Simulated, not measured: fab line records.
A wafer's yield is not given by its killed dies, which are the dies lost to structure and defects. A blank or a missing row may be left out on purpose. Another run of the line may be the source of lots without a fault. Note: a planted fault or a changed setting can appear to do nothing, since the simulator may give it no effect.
Problem report in the 8D (eight disciplines) form, filled by code    flow sky130    the parts of the form that need people (team, actions taken, sign-off) are left out

## 1. THE PROBLEM
Wafers without a fault read 3.1, standard deviation 1.6; killed_at_M4_up at SKY_PAD_OPEN_PROBE_99 reads a mean of 50.8 on 6 wafers belonging to 2 lots. Relative to the usual mean, that is a shift of +30 standard deviations.
Seen first at day 49 20:38 on prober-02, wafer L444.3. At this step, 12 wafers from 4 lots have a number in the record. Rule for "out" (also "out of limits"): further than 4 standard deviations from the usual mean. The other wafers with a number count as sound.

## 2. WHAT IT IS, AND WHAT IT ISN'T
question                     is                                                                               is not
which readings at this step  killed_at_M4_up, defect-limited-yield, killed-dies, sort-n-pass, sort-yield-pct  killed_at_M0_to_M3, killed-at-contacts, killed-at-front-end, killed-at-other, killed-open, killed-short
which lots                   L444, L445                                                                       L428, L436
which wafers of those lots   all that have a number                                                           -
read on which tools          prober-02                                                                        -
when                         from day 49 20:38                                                                up to then (6 sound wafers)

## 3. THE SUSPECTS, EACH WITH WHAT RULES IT OUT
Counting: any tool at a process step up to the reading is kept as a suspect provided that every lot that is out went through it and no sound lot did after the first of them.
- wet-bench-02 at SKY_VIA4_CLEAN_16 (cleans in O3/DIW): kept. It ran every lot that is out, first L444 (day 47 09:28), and no sound lot after that; its last sound lot up to then is L436 (day 45 00:15).
- rie-metal-02 at SKY_METAL5_METAL_ETCH_15 (etches the open film in Cl2/BCl3, stops on SiO2, target depth 1260 nm, time 252 s): kept. It ran every lot that is out, first L444 (day 48 05:38), and no sound lot after that.
- prober-02 at SKY_PAD_OPEN_PROBE_99: kept. It ran every lot that is out, first L444 (day 49 20:38), and no sound lot after that; its last sound lot up to then is L436 (day 47 17:04). Its own readings are out on those wafers: defect-limited-yield, killed_at_M4_up, killed-dies, sort-n-pass, sort-yield-pct.
The count leaves wet-bench-02 at SKY_VIA4_CLEAN_16, rie-metal-02 at SKY_METAL5_METAL_ETCH_15, and prober-02 at SKY_PAD_OPEN_PROBE_99.

## 4. THE CAUSE (what the simulator had put in)
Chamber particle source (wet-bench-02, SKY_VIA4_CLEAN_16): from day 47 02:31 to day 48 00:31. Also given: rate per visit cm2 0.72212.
Counting leaves 3 suspects; this tool is one of them.

## 5. THE EFFECT CHAIN, in route order
Each row: a reading where the mean over the struck wafers with a number is more than 3 standard deviations away from the usual. Only readings for which the record gives a usual standard deviation are gone through. hours: the time from each lot's start at the first step in this table that gives one to its start at this step, as a median over the lots. sigmas: the change in usual standard deviations.
hours  step                   reading               usual   on struck wafers  change  sigmas
0      SKY_PAD_OPEN_PROBE_99  defect-limited-yield  82.6 %  73.2              -9.4    -4.7
0      SKY_PAD_OPEN_PROBE_99  killed_at_M4_up       3.1     50.8              +47.7   +30
0      SKY_PAD_OPEN_PROBE_99  killed-dies           86      132               +46     +4.6
0      SKY_PAD_OPEN_PROBE_99  sort_bin_3_pad_short  0.8 %   3.0               +2.2    +4.8
0      SKY_PAD_OPEN_PROBE_99  sort_bin_5_function   10.3 %  16.1              +5.8    +3.9
0      SKY_PAD_OPEN_PROBE_99  sort-n-pass           406     360               -46     -4.6
0      SKY_PAD_OPEN_PROBE_99  sort-yield-pct        82.6 %  73.2              -9.4    -4.7
It contains these process steps:
- SKY_PAD_OPEN_PROBE_99

## 6. HOW IT WOULD HAVE BEEN CAUGHT EARLIER
In this record no reading fell out of limits until day 49 20:38, 66 hours after the fault had begun at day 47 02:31.
By day 49 20:38, every lot that is out (2) had started SKY_VIA4_CLEAN_16 on wet-bench-02. Holding the tool at that point would not have protected any of them.
